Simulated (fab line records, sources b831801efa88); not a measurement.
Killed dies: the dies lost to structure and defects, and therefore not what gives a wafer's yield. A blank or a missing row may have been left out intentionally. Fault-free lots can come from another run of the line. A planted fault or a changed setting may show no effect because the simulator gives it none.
fab line records	flow sfqLine
[record] lots = 6	wafers = 18	lastDay = 85
route steps=325 shown I3@140 M4@148
lots with no fault: from the same line, run without faults
startH: hours from the record's opening day to when the first of the lot's shown wafers began	waitH: how many hours have passed since the lot's step before this one	" repeats the value in the row above	L1.1+2: a row that stands for several wafers	- value missing, or start not given	* or withheld: withheld	< > ~ a bound
route shown NAME@n: names a module that has steps shown in the file, with the first one's number in the route	usual: average and standard deviation across the fault-free wafers	same: alike in all rows	chamber/n: place in a boat	sites: each site's reading	_std_site: their standard deviation	_edge_site: outer sites' mean less inner sites'	radiusMm: for every site, how far away it sits from the centre of the wafer	mask NAME#n: copy n	behind: the last tool/chamber to shape the wafer	hold: why the lot went on hold/how many hours it stayed there/how the hold came to an end	device: which transistor (n, p or np) failed to switch	end of line: the route-end tests of the same wafers	where a step has no rows: the recipe by itself	killed: dies that structure and defects cost at the first sort, which is not the same as the wafer's yield	map: shows each die of a wafer: x if killed, . if not, _ if none is there
set.NAME: setting as actually run; set.NAME@STEP: the setting as run at that earlier step	model.NAME: the simulator's own value behind a step, which no gauge read
lots at some steps of the route; a table a step, a row a wafer
services: from which hour (startH, from the record's first day; less than 0 if before it) a tool's chamber was out of use, for how many hours, and why
[[steps]]
[step SFQ_TRILAYER_I3_VIA_LITHO_EXPOSE_086]
[recipe] maskId = I3	na = 0.6	sourceShape = conventional	sigmaOuter = 0.65	targetCdNm = 500	doseMj = 21.3
[step SFQ_TRILAYER_I3_VIA_LITHO_PEB_088]
[recipe] pebTempC = 115	pebTimeS = 60	resist = KrF
[step SFQ_TRILAYER_I3_VIA_LITHO_DEVELOP_087]
[recipe] timeS = 60	resist = KrF
[step SFQ_I3_OVL_MEAS_923]
[usual] I3_OVL = -1/5.8
lot.wafer	tool	chamber	startH	waitH	I3_OVL[nm]
L391.2	overlay-02	-	977.55	0.1	-9
L391.4	"	-	"	"	-5
L391.6	"	-	"	"	2
L392.2	overlay-02	-	979.95	0.1	-3
L392.3	"	-	"	"	-4
L392.5	"	-	"	"	-8
L393.2	overlay-02	-	988.95	0.1	-6
L393.5	"	-	"	"	-2
L393.6	"	-	"	"	-6
L394.4	overlay-01	-	994.96	0.1	-10
L394.5	"	-	"	"	-2
L394.6	"	-	"	"	-5
L404.1	overlay-01	-	1180.11	0.1	10
L404.2	"	-	"	"	-8
L404.5	"	-	"	"	1
L407.1	overlay-01	-	1212.60	0.1	-2
L407.3	"	-	"	"	-4
L407.6	"	-	"	"	4
[step SFQ_TRILAYER_I3_VIA_BARC_OPEN_VIA_ETCH_121]
[recipe] maskMaterial = PR	chemistry = O2	targetDepthNm = 125	target = BARC	sourceW = 500	biasW = 80	pressureMtorr = 30	timeS = 41.7
[usual] drypumpMotorCurrentA = 5.5/0.35	oesProductAu = 0.685/0.0045
[same] timeS = 41.7
lot.wafer	tool	chamber	startH	waitH	drypumpMotorCurrentA	oesProductAu	rfHoursCounterH
L391.2	rieDiel-03	2	977.58	0.0	6.1	0.689	11
L391.4	"	0	"	"	5.8	0.685	6
L391.6	"	1	"	"	4.8	0.683	-
L392.2	rieDiel-01	2	979.98	0.0	5.4	0.682	7
L392.3	"	1	"	"	5.5	0.682	3
L392.5	"	2	"	"	5.4	0.687	-
L393.2	rieDiel-03	1	988.98	0.0	4.8	0.683	16
L393.5	"	3	"	"	5.1	0.688	-
L393.6	"	0	"	"	5.8	0.686	-
L394.4	rieDiel-01	2	994.98	0.0	5.4	0.690	7
L394.5	"	0	"	"	5.1	0.683	-
L394.6	"	3	"	"	5.6	0.684	-
L404.1	rieDiel-04	2	1180.15	0.0	5.2	0.686	14
L404.2	"	0	"	"	5.8	0.689	7
L404.5	"	0	"	"	5.8	0.685	-
L407.1	rieDiel-01	2	1212.64	0.0	5.4	0.683	11
L407.3	"	0	"	"	5.1	0.687	8
L407.6	"	0	"	"	5.1	0.692	-
[step SFQ_TRILAYER_I3_VIA_ETCH_VIA_ETCH_088]
[recipe] target = SiO2	stopOn = Nb	maskMaterial = PR	taperDeg = 20	chemistry = CHF3	targetDepthNm = 260	sourceW = 500	biasW = 80	pressureMtorr = 30	timeS = withheld
[usual] drypumpMotorCurrentA = 5.5/0.35	oesProductAu = 0.856/0.005
lot.wafer	tool	chamber	startH	waitH	drypumpMotorCurrentA	oesProductAu
L391.2	rieDiel-03	2	977.62	0.0	6.1	0.856
L391.4	"	0	"	"	5.8	0.848
L391.6	"	1	"	"	4.8	0.851
L392.2	rieDiel-01	2	980.02	0.0	5.4	0.855
L392.3	"	1	"	"	5.5	0.853
L392.5	"	2	"	"	5.4	0.855
L393.2	rieDiel-03	1	989.02	0.0	4.8	0.860
L393.5	"	3	"	"	5.1	0.854
L393.6	"	0	"	"	5.8	0.863
L394.4	rieDiel-01	2	995.02	0.0	5.4	0.859
L394.5	"	0	"	"	5.1	0.854
L394.6	"	3	"	"	5.6	0.855
L404.1	rieDiel-04	2	1180.19	0.0	5.2	0.859
L404.2	"	0	"	"	5.8	0.851
L404.5	"	0	"	"	5.8	0.855
L407.1	rieDiel-01	2	1212.68	0.0	5.4	0.860
L407.3	"	0	"	"	5.1	0.854
L407.6	"	0	"	"	5.1	0.869
[step SFQ_TRILAYER_I3_VIA_STRIP_STRIP_089]
[recipe] gas = O2	powerW = 200	platenTempC = 40	overashFraction = 0.65	chemistry = O2	pressureMtorr = 50
[usual] drypumpMotorCurrentA = 5.7/0.37	oesProductAu = 0.997/0.012
lot.wafer	tool	chamber	startH	waitH	drypumpMotorCurrentA	oesProductAu	rfHoursCounterH
L391.2	rieMetal-01	0	977.93	-	5.6	0.996	-
L391.4	"	0	"	"	5.6	0.995	-
L391.6	"	0	"	"	5.5	0.995	-
L392.2	rieMetal-04	0	980.14	-	5.7	0.977	75
L392.3	"	0	"	"	5.7	0.987	-
L392.5	"	0	"	"	5.7	0.979	-
L393.2	rieMetal-04	0	989.34	-	5.7	0.984	-
L393.5	"	0	"	"	5.7	0.975	-
L393.6	"	0	"	"	5.7	0.974	-
L394.4	rieMetal-01	0	995.74	-	5.6	0.987	-
L394.5	"	0	"	"	5.6	0.998	-
L394.6	"	0	"	"	5.6	1.000	-
L404.1	rieMetal-03	0	1180.30	-	6.2	1.021	142
L404.2	"	1	"	"	6.5	0.999	81
L404.5	"	0	"	"	6.2	1.018	-
L407.1	rieMetal-04	1	1212.79	-	5.5	0.997	27
L407.3	"	1	"	"	5.5	0.995	-
L407.6	"	0	"	"	5.7	0.972	-
[step SFQ_TRILAYER_I3_VIA_STRIP_SOLV_CLEAN_090]
[recipe] chemistry = NMP	tempC = 70	timeS = 600
[step SFQ_TRILAYER_M4_DEP_PRE_CLEAN_092]
[recipe] gas = Ar	timeS = 22.5	biasV = 250
[step SFQ_TRILAYER_M4_DEP_SPUTTER_091]
[recipe] material = Nb	basePressurePa = 1.33e-06	chamberPressurePa = 0.1333	substrateTempC = 20	resputterCathodeVoltageV = 400	targetThkNm = 200	powerW = 2000	timeS = 133.3
[usual] cathodeDcPowerW = 2000.0/0.4	throttleValvePct = 29.3/1
[same] timeS = 133.3
lot.wafer	tool	chamber	startH	waitH	cathodeDcPowerW	throttleValvePct
L391.2	pvdSputter-06	-	979.14	0.0	1999.7	29.5
L391.4	"	-	"	"	2000.4	27.8
L391.6	"	-	"	"	1999.7	29.2
L392.2	pvdSputter-05	-	980.94	0.0	2000.5	29.7
L392.3	"	-	"	"	1999.9	28.8
L392.5	"	-	"	"	2000.4	29.6
L393.2	pvdSputter-04	-	990.56	0.0	2001.1	29.7
L393.5	"	-	"	"	1999.8	29.9
L393.6	"	-	"	"	1999.9	29.9
L394.4	pvdSputter-06	-	996.54	0.0	1998.8	29.5
L394.5	"	-	"	"	1999.9	29.3
L394.6	"	-	"	"	1999.8	30.0
L404.1	pvdSputter-04	-	1181.11	0.0	1999.6	31.1
L404.2	"	-	"	"	2000.0	29.7
L404.5	"	-	"	"	2000.0	31.1
L407.1	pvdSputter-06	-	1213.60	0.0	2000.2	29.7
L407.3	"	-	"	"	2000.5	29.4
L407.6	"	-	"	"	2000.4	27.8
[step SFQ_M4_RS_MEAS_924]
[recipe] thkMeasGauge = four-point-probe	reads = Nb_of_TRILAYER_M4_DEP_SPUTTER_091
[usual] M4_NB_RS = 0.885/0.012
lot.wafer	tool	chamber	startH	waitH	M4_NB_RS[ohm/sq]
L391.2	filmMetro-02	-	979.25	0.1	0.873
L391.4	"	-	"	"	0.893
L391.6	"	-	"	"	0.872
L392.2	filmMetro-03	-	981.05	0.1	0.883
L392.3	"	-	"	"	0.879
L392.5	"	-	"	"	0.899
L393.2	filmMetro-03	-	990.67	0.1	0.899
L393.5	"	-	"	"	0.913
L393.6	"	-	"	"	0.897
L394.4	filmMetro-01	-	996.69	0.1	0.868
L394.5	"	-	"	"	0.875
L394.6	"	-	"	"	0.874
L404.1	filmMetro-02	-	1181.20	0.0	0.903
L404.2	"	-	"	"	0.895
L404.5	"	-	"	"	0.902
L407.1	filmMetro-01	-	1213.69	0.0	0.877
L407.3	"	-	"	"	0.875
L407.6	"	-	"	"	0.876
[step SFQ_TRILAYER_M4_LITHO_COAT_098]
[recipe] resist = BARC	spinRpm = 3000	resistThkNm = 62
[usual] exhaustPa = 45.2/0.74	spinSpeedRpm = 2999.8/1.7
lot.wafer	tool	chamber	startH	waitH	exhaustPa	spinSpeedRpm	model.BARC_of_TRILAYER_M4_LITHO_COAT_098.thkNm
L391.2	lithoTrack-02	0	979.46	0.1	46.7	2999.6	62.22
L391.4	"	0	"	"	44.2	2998.4	62.23
L391.6	"	0	"	"	45.9	3001.0	62.16
L392.2	lithoTrack-04	0	981.26	0.1	44.4	2999.2	61.96
L392.3	"	0	"	"	45.5	3000.6	61.8
L392.5	"	0	"	"	44.4	3000.4	62.05
L393.2	lithoTrack-04	0	990.88	0.1	45.9	2866.8	63.35
L393.5	"	0	"	"	46.7	2869.1	63.34
L393.6	"	0	"	"	45.9	2869.4	63.39
L394.4	lithoTrack-04	0	996.96	0.2	46.0	2868.0	63.22
L394.5	"	0	"	"	45.1	2869.0	63.37
L394.6	"	0	"	"	45.7	2868.4	63.35
L404.1	lithoTrack-02	0	1181.38	0.1	45.8	2999.0	62
L404.2	"	0	"	"	46.3	2997.0	61.83
L404.5	"	0	"	"	44.9	3001.5	62.01
L407.1	lithoTrack-02	0	1213.87	0.1	45.1	3000.0	61.97
L407.3	"	0	"	"	44.1	3000.3	61.98
L407.6	"	0	"	"	43.9	2999.2	62.05
[step SFQ_TRILAYER_M4_LITHO_COAT_093]
[recipe] resist = KrF	spinRpm = 3000	resistThkNm = 600
[step SFQ_TRILAYER_M4_LITHO_SOFTBAKE_097]
[recipe] tempC = withheld	timeS = withheld	resist = KrF
[step SFQ_TRILAYER_M4_LITHO_EXPOSE_094]
[recipe] maskId = M4	na = 0.6	sourceShape = conventional	sigmaOuter = 0.65	targetCdNm = 500	doseMj = 14.4
[step SFQ_TRILAYER_M4_LITHO_PEB_096]
[recipe] pebTempC = 115	pebTimeS = 60	resist = KrF
[step SFQ_TRILAYER_M4_LITHO_DEVELOP_095]
[recipe] timeS = 60	resist = KrF
[step SFQ_M4_OVL_MEAS_926]
[usual] M4_OVL = -4/5.2
lot.wafer	tool	chamber	startH	waitH	M4_OVL[nm]
L391.2	overlay-01	-	982.27	0.1	-7
L391.4	"	-	"	"	-5
L391.6	"	-	"	"	-7
L392.2	overlay-01	-	983.47	0.1	-11
L392.3	"	-	"	"	-13
L392.5	"	-	"	"	-8
L393.2	overlay-02	-	993.08	0.1	3
L393.5	"	-	"	"	0
L393.6	"	-	"	"	4
L394.4	overlay-01	-	999.08	0.1	-4
L394.5	"	-	"	"	-8
L394.6	"	-	"	"	-1
L404.1	overlay-02	-	1183.75	0.1	-8
L404.2	"	-	"	"	-4
L404.5	"	-	"	"	-11
L407.1	overlay-02	-	1244.87	0.1	-6
L407.3	"	-	"	"	-1
L407.6	"	-	"	"	-1
[step SFQ_TRILAYER_M4_BARC_OPEN_METAL_ETCH_123]
[recipe] maskMaterial = PR	chemistry = O2	targetDepthNm = 125	target = BARC	icpW = 600	biasW = 80	pressureMtorr = 10	timeS = 41.7
[usual] drypumpMotorCurrentA = 5.9/0.47	oesProductAu = 0.685/0.0045
[same] timeS = 41.7
lot.wafer	tool	chamber	startH	waitH	drypumpMotorCurrentA	oesProductAu	rfHoursCounterH	model.etch.depthNm
L391.2	rieMetal-03	0	982.30	0.0	6.2	0.694	107	62.22
L391.4	"	0	"	"	6.2	0.679	-	62.23
L391.6	"	0	"	"	6.2	0.689	-	62.16
L392.2	rieMetal-01	1	983.50	0.0	5.3	0.685	101	61.96
L392.3	"	1	"	"	5.3	0.686	-	61.8
L392.5	"	0	"	"	5.6	0.684	-	62.05
L393.2	rieMetal-01	0	993.11	0.0	5.5	0.689	86	63.35
L393.5	"	1	"	"	5.3	0.695	-	63.34
L393.6	"	0	"	"	5.6	0.688	-	63.39
L394.4	rieMetal-01	0	999.12	0.0	5.6	0.683	-	63.22
L394.5	"	0	"	"	5.6	0.685	-	63.37
L394.6	"	1	"	"	5.3	0.693	-	63.35
L404.1	rieMetal-03	1	1183.79	0.0	6.5	0.681	82	62
L404.2	"	0	"	"	6.2	0.690	143	61.83
L404.5	"	0	"	"	6.2	0.684	-	62.01
L407.1	rieMetal-03	0	1244.91	0.0	6.2	0.687	6	61.97
L407.3	"	1	"	"	6.6	0.684	-	61.98
L407.6	"	0	"	"	6.2	0.684	-	62.05
[step SFQ_TRILAYER_M4_ETCH_METAL_ETCH_096]
[recipe] target = Nb	stopOn = SiO2	maskMaterial = PR	chemistry = Cl2/Ar	targetDepthNm = 240	icpW = 600	biasW = 80	pressureMtorr = 10	timeS = 120
[usual] drypumpMotorCurrentA = 5.9/0.47	oesProductAu = 0.896/0.0077
[same] timeS = 120
lot.wafer	tool	chamber	startH	waitH	drypumpMotorCurrentA	oesProductAu	rfHoursCounterH
L391.2	rieMetal-03	0	982.36	0.0	6.2	0.908	107
L391.4	"	0	"	"	6.2	0.887	-
L391.6	"	0	"	"	6.2	0.896	-
L392.2	rieMetal-01	1	983.56	0.0	5.3	0.905	101
L392.3	"	1	"	"	5.3	0.897	-
L392.5	"	0	"	"	5.6	0.887	-
L393.2	rieMetal-01	0	993.17	0.0	5.6	0.900	86
L393.5	"	1	"	"	5.3	0.889	-
L393.6	"	0	"	"	5.5	0.894	-
L394.4	rieMetal-01	0	999.20	0.1	5.5	0.899	-
L394.5	"	0	"	"	5.6	0.898	-
L394.6	"	1	"	"	5.3	0.897	-
L404.1	rieMetal-03	1	1183.85	0.0	6.6	0.892	82
L404.2	"	0	"	"	6.2	0.891	143
L404.5	"	0	"	"	6.2	0.891	-
L407.1	rieMetal-03	0	1244.97	0.0	6.2	0.897	6
L407.3	"	1	"	"	6.5	0.909	-
L407.6	"	0	"	"	6.2	0.904	-
[[services]]
tool	chamber	startH	hours	kind
rieMetal-01	-	953.63	1.0	repair
rieDiel-04	3	973.37	13.9	repair
rieMetal-01	1	976.91	1.0	repair
pvdSputter-06	-	979.52	2.1	repair
rieMetal-03	0	985.05	1.3	repair
rieMetal-04	-	991.43	1.4	pm
rieMetal-01	1	994.76	3.1	repair
rieDiel-01	1	1010.58	5.5	repair
rieDiel-03	2	1064.09	11.7	repair
rieDiel-01	0	1087.08	7.0	repair
rieDiel-03	-	1091.43	0.8	repair
pvdSputter-06	-	1091.66	0.5	repair
rieMetal-04	-	1098.12	1.1	repair
rieDiel-03	0	1099.35	8.3	repair
rieDiel-03	2	1103.77	7.6	repair
rieDiel-03	3	1106.54	2.4	repair
rieMetal-04	-	1112.83	39.6	repair
rieDiel-03	0	1114.30	4.3	repair
rieDiel-01	0	1116.85	2.6	repair
rieDiel-01	2	1132.54	9.9	repair
rieDiel-03	-	1135.80	0.3	repair
rieDiel-01	2	1158.18	10.2	repair
pvdSputter-06	-	1172.99	4.9	repair
rieMetal-03	-	1213.56	0.3	repair
[[key]]
[firstSign] step = SFQ_TRILAYER_M4_LITHO_COAT_098	reading = spinSpeedRpm	direction = down	sigmas = 79	usual = 2999.8	struck = 2868.5
effect none on later readings
[modelEffect] step = SFQ_TRILAYER_M4_LITHO_COAT_098	value = BARC_of_TRILAYER_M4_LITHO_COAT_098.thkNm	without = 61.93	struck = 63.34
[modelEffect] step = SFQ_TRILAYER_M4_BARC_OPEN_METAL_ETCH_123	value = etch.depthNm	without = 61.93	struck = 63.34
metAt SFQ_TRILAYER_M4_LITHO_COAT_098
struckWafers L393.2,L393.5,L393.6,L394.4,L394.5,L394.6
onsetBetween 981.26 990.88
[fault] kind = processParameterDrift	tool = lithoTrack-04	chamber = -	onsetH = 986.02	steps = SFQ_TRILAYER_M4_LITHO_COAT_098	channel = spinRpm	offset = -132.13	shape = step	endH = 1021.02	actsIn = theseRecipesOnly	stated = 3000
